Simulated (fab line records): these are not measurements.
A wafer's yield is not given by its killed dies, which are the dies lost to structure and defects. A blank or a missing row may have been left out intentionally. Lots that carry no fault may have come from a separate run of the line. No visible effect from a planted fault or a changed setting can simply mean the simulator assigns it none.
Chamber matching    flow sky130    SKY_CONTACT_ETCH_16 on rie diel-02: 4 sister chambers
The step etches BARC in N2/H2, stops on SiO2, time 45.9 s, target depth 60 nm. 4 wafers are shown with their chamber, then 10 later ones without.

## WAFERS PAIRED WITH THEIR CHAMBERS
wafer   chamber  drypump motor current A (A)
L080.5  0        5.3
L081.6  1        5.7
L087.1  2        5.8
L087.4  3        6.6

## WAFERS WITH NO CHAMBER GIVEN
wafer   drypump motor current A (A)
L087.6  5.3
L090.3  5.4
L090.4  5.7
L090.5  5.7
L092.3  5.8
L092.5  5.3
L092.6  5.7
L097.1  5.7
L097.4  5.3
L097.5  5.3

## WHICH CHAMBER EACH WENT THROUGH
wafer   from the rows above  in truth
L087.6  0                    0
L090.3  0                    0
L090.4  1                    1
L090.5  1                    1
L092.3  2                    2
L092.5  0                    0
L092.6  1                    1
L097.1  1                    1
L097.4  0                    0
L097.5  0                    0
10 of 10 placed correctly. Not placeable from these rows: 0. Wrongly placed: 0.
How it was worked out, from the rows above alone: a wafer's distance from a chamber is the root of the sum, over the readings, of the square of ((its reading less the chamber's mean) divided by the reading's scatter). If the next closest chamber is less than 2 further off than the closest, the wafer can't be placed; otherwise it belongs to the closest. For every chamber, the mean is computed from those of its wafers that are shown. The scatter: with one shown wafer a chamber, the root of the mean of the squares of how far each hidden wafer lies from its nearest shown one.
